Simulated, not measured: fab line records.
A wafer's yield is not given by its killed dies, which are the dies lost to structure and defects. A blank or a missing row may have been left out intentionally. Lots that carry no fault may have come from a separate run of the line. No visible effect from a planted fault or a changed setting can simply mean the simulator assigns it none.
What tool caused it? || flow sky130 || 30 wafers from 10 lots sampled at 4 of the route's 708 steps

## WHAT EACH GAUGE READ, for each wafer
SKY_CAP2M_RS_MEAS_03: the measuring method here is four-point-probe.
{"lot": "L791", "measured": "day 39 05:01", "on": "filmMetro-01", "CAP2M_TIN_RS (ohm/sq)": "6.81 6.85 6.87"}
{"lot": "L796", "measured": "day 41 05:08", "on": "filmMetro-02", "CAP2M_TIN_RS (ohm/sq)": "6.77 6.75 6.83"}
{"lot": "L797", "measured": "day 41 05:58", "on": "filmMetro-01", "CAP2M_TIN_RS (ohm/sq)": "6.83 6.87 6.80"}
{"lot": "L799", "measured": "day 41 19:58", "on": "filmMetro-01", "CAP2M_TIN_RS (ohm/sq)": "6.84 5.10 6.93 6.85 5.10 6.92"}
{"lot": "L800", "measured": "day 42 06:27", "on": "filmMetro-04", "CAP2M_TIN_RS (ohm/sq)": "6.85 5.13 6.88 6.86 5.13 6.87"}
{"lot": "L801", "measured": "day 42 11:07", "on": "filmMetro-01", "CAP2M_TIN_RS (ohm/sq)": "6.81 6.83 6.85"}
{"lot": "L808", "measured": "day 45 01:56", "on": "filmMetro-02", "CAP2M_TIN_RS (ohm/sq)": "6.94 6.89 6.96"}
{"lot": "L809", "measured": "day 45 07:09", "on": "filmMetro-02", "CAP2M_TIN_RS (ohm/sq)": "6.91 6.89 6.90"}
{"lot": "L810", "measured": "day 45 11:07", "on": "filmMetro-01", "CAP2M_TIN_RS (ohm/sq)": "6.83 6.81 6.87"}
{"lot": "L814", "measured": "day 47 07:19", "on": "filmMetro-02", "CAP2M_TIN_RS (ohm/sq)": "6.77 6.89 6.96"}

## WHAT TOOL EACH LOT RAN ON (gives the tool, then ch and the chambers of the sampled wafers, and finally the start)
{"lot": "L791", "SKY_VIA1_CVD_21": "cvdW-02 ch 0,1, day 33 10:04", "SKY_METAL3_SPUTTER_00": "pvdSputter-01, day 35 19:02", "SKY_CAP2M_SPUTTER_02": "pvdSputter-02, day 39 04:55"}
{"lot": "L796", "SKY_VIA1_CVD_21": "cvdW-01 ch 1, day 35 13:34", "SKY_METAL3_SPUTTER_00": "pvdSputter-01, day 37 21:40", "SKY_CAP2M_SPUTTER_02": "pvdSputter-02, day 41 05:02"}
{"lot": "L797", "SKY_VIA1_CVD_21": "cvdW-02 ch 0,1, day 35 15:33", "SKY_METAL3_SPUTTER_00": "pvdSputter-02, day 37 22:51", "SKY_CAP2M_SPUTTER_02": "pvdSputter-01, day 41 05:51"}
{"lot": "L799", "SKY_VIA1_CVD_21": "cvdW-01 ch 0,1, day 36 04:52", "SKY_METAL3_SPUTTER_00": "pvdSputter-04, day 38 12:56", "SKY_CAP2M_SPUTTER_02": "pvdSputter-02, day 41 19:50"}
{"lot": "L800", "SKY_VIA1_CVD_21": "cvdW-01 ch 0,1, day 36 16:28", "SKY_METAL3_SPUTTER_00": "pvdSputter-02, day 38 23:39", "SKY_CAP2M_SPUTTER_02": "pvdSputter-02, day 42 06:19"}
{"lot": "L801", "SKY_VIA1_CVD_21": "cvdW-01 ch 0, day 36 22:43", "SKY_METAL3_SPUTTER_00": "pvdSputter-02, day 39 05:44", "SKY_CAP2M_SPUTTER_02": "pvdSputter-01, day 42 10:59"}
{"lot": "L808", "SKY_VIA1_CVD_21": "cvdW-01 ch 0,1, day 39 19:22", "SKY_METAL3_SPUTTER_00": "pvdSputter-02, day 42 00:10", "SKY_CAP2M_SPUTTER_02": "pvdSputter-01, day 45 01:48"}
{"lot": "L809", "SKY_VIA1_CVD_21": "cvdW-02 ch 0,1, day 40 03:05", "SKY_METAL3_SPUTTER_00": "pvdSputter-04, day 42 07:55", "SKY_CAP2M_SPUTTER_02": "pvdSputter-02, day 45 07:00"}
{"lot": "L810", "SKY_VIA1_CVD_21": "cvdW-01 ch 0,1, day 40 07:32", "SKY_METAL3_SPUTTER_00": "pvdSputter-04, day 42 12:16", "SKY_CAP2M_SPUTTER_02": "pvdSputter-01, day 45 10:58"}
{"lot": "L814", "SKY_VIA1_CVD_21": "cvdW-02 ch 0,1, day 42 12:13", "SKY_METAL3_SPUTTER_00": "pvdSputter-02, day 44 12:31", "SKY_CAP2M_SPUTTER_02": "pvdSputter-01, day 47 07:13"}
- SKY_VIA1_CVD_21: deposits W, target thk 270 nm, time 80.902 s.
- SKY_METAL3_SPUTTER_00: material Ti, target thk 15 nm, time 10 s.
- SKY_CAP2M_SPUTTER_02: material TiN, target thk 200 nm, time 166.7 s.

## THE ANSWER, worked out from the rows above alone
Rule: the usual values come from the lots themselves. The widest of any qualifying gaps counts: lots, ordered by their means at a reading, are off when they make up no more than a third of the lots, leave a main group of 4 or more, and stand apart from it by 3 or more times the standard deviation of that group's means. Not used: any main group whose means are identical at the precision the tables above print for the reading. Also off: a lot with no number at a reading for which 4 or more lots have one. The other lots that the step has rows for count as sound.
Off: L799, L800, seen at SKY_CAP2M_RS_MEAS_03 (CAP2M_TIN_RS). For the main group the mean is 6.85 ohm/sq and the standard deviation 0.043.
A tool fits if, at a process step before that reading, it ran every lot that is off, and no sound lot after the first of them. The gauges at SKY_CAP2M_RS_MEAS_03 are tried like those tools. Not one of the candidates tried fits.

## WHAT THE SIMULATOR HAD INSERTED
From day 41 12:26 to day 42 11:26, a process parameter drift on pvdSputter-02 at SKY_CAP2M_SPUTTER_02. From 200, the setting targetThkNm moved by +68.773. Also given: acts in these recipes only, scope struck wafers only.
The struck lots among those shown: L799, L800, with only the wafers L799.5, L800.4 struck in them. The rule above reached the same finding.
